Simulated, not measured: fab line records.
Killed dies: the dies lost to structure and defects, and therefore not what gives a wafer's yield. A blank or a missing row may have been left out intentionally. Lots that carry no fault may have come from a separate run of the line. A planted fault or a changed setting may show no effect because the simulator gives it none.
Which tool was responsible?    flow sky130    12 lots with 36 wafers sampled at 3 steps, on a route of 708 steps

## WHAT THE GAUGES SHOWED, per wafer
SKY_FIELD_ISO_CD_MEAS_13: the cd target is 150 nm. Usual: cd-nm 150.3 nm, standard deviation 1.6.
lot   measured     on         cd-nm (nm)         flag
L588  day 2 10:26  cd-sem-02  148.0 149.2 149.0  
L591  day 3 02:51  cd-sem-01  149.2 150.7 149.5  
L592  day 3 09:47  cd-sem-02  149.0 150.9 150.3  
L593  day 3 14:43  cd-sem-02  153.0 151.6 152.3  
L597  day 4 08:44  cd-sem-02  151.2 151.1 150.5  
L599  day 4 19:35  cd-sem-01  151.6 152.1 152.8  
L603  day 5 16:47  cd-sem-01  148.1 150.1 149.5  
L604  day 5 21:50  cd-sem-02  149.6 149.0 148.8  
L605  day 6 04:14  cd-sem-01  132.3 130.9 130.5  OFF
L606  day 6 07:27  cd-sem-01  133.1 132.3 132.7  OFF
L607  day 6 13:26  cd-sem-01  148.0 149.1 149.0  
L610  day 7 05:34  cd-sem-01  149.5 150.2 149.8  

SKY_FIELD_ISO_THK_MEAS_23. Usual: FIELD_ISO_OXIDATION_01_THK gives 10.02 nm (standard deviation 0.17).
lot   measured     on             FIELD_ISO_OXIDATION_01_THK (nm)  flag
L588  day 2 13:40  film-metro-04  9.85 9.59 9.70                   
L591  day 3 04:49  film-metro-04  9.64 10.01 10.01                 
L592  day 3 11:37  film-metro-04  9.78 9.82 10.05                  
L593  day 3 17:01  film-metro-02  9.96 9.96 9.83                   
L597  day 4 13:02  film-metro-01  9.83 9.79 9.78                   
L599  day 4 22:44  film-metro-01  9.98 10.02 10.24                 
L603  day 5 18:38  film-metro-02  10.16 10.03 10.09                
L604  day 6 00:11  film-metro-02  10.37 10.26 10.02                
L605  day 6 07:00  film-metro-04  10.01 10.12 9.90                 
L606  day 6 09:47  film-metro-04  10.15 10.10 9.98                 
L607  day 6 18:43  film-metro-01  10.30 10.35 10.17                
L610  day 7 14:27  film-metro-04  9.97 9.84 9.88                   

## WHAT TOOL EACH LOT RAN ON (gives the tool, then ch and the chambers of the sampled wafers, and finally the start)
lot   SKY_FIELD_ISO_EXPOSE_10
L588  krf-scanner-02 ch 0, day 2 03:08
L591  krf-scanner-02 ch 0, day 2 19:48
L592  krf-scanner-02 ch 0, day 3 02:32
L593  krf-scanner-01 ch 0, day 3 07:12
L597  krf-scanner-02 ch 0, day 4 01:16
L599  krf-scanner-01 ch 0, day 4 11:55
L603  krf-scanner-01 ch 0, day 5 08:44
L604  krf-scanner-01 ch 0, day 5 13:01
L605  krf-scanner-02 ch 0, day 5 18:43
L606  krf-scanner-02 ch 0, day 5 22:24
L607  krf-scanner-01 ch 0, day 6 04:31
L610  krf-scanner-01 ch 0, day 6 20:09
- SKY_FIELD_ISO_EXPOSE_10: exposes mask FOM, target cd 150 nm.

## AS READ BY THE TOOLS THEMSELVES (means over the sampled wafers that have a number; for cases with no such wafer, the mark the record gives instead)
SKY_FIELD_ISO_EXPOSE_10. Usual: exposure-dose-mJ-cm2 28.000, standard deviation 0.029.
lot   tool            exposure-dose-mJ-cm2  flag
L588  krf-scanner-02  28.019                
L591  krf-scanner-02  28.008                
L592  krf-scanner-02  27.990                
L593  krf-scanner-01  27.983                
L597  krf-scanner-02  28.001                
L599  krf-scanner-01  27.981                
L603  krf-scanner-01  28.004                
L604  krf-scanner-01  28.027                
L605  krf-scanner-02  30.856                OFF
L606  krf-scanner-02  30.844                OFF
L607  krf-scanner-01  27.968                
L610  krf-scanner-01  27.998                

## THE ANSWER, worked out from the rows above alone
Rule: a lot is off if the mean of its wafers that have a number lies more than 3 standard deviations from the usual mean. A lot without any number at a reading at which 4 lots or more have one is off too. Any other lot the step has rows for is counted as sound. The gauges are gone through in route order, then the tools' own readings, and for those a lot's mean is taken as printed above. The first step at which some lot is off is used, and at that step the reading that is off furthest; a lot without a number counts as furthest.
Off, at SKY_FIELD_ISO_CD_MEAS_13 on cd-nm: L605, L606.
If a tool, at a process step before that reading, ran all the lots that are off and no sound lot after the first of them, it fits. Not tried: the gauges at SKY_FIELD_ISO_CD_MEAS_13; whatever is off there is also off at SKY_FIELD_ISO_EXPOSE_10, on other tools, and gauge error can't account for it. One fits: SKY_FIELD_ISO_EXPOSE_10 on krf-scanner-02. Its last sound lot is L597 (day 4 01:16), its first lot that is off L605 (day 5 18:43): a fault that began between those two fits.
The tool's own readings at SKY_FIELD_ISO_EXPOSE_10 bear it out: on the lots that are off they differ by more than 5 times the standard deviation of the sound lots' means. exposure-dose-mJ-cm2 reads 30.850 there against 27.998 on the sound lots.

## WHAT HAD BEEN PUT IN BY THE SIMULATOR
Drift in process parameters on krf-scanner-02 at SKY_FIELD_ISO_EXPOSE_10, starting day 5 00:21. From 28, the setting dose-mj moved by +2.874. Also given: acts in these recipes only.
Shown lots that were struck: L605, L606. This agrees with what the rule above found.
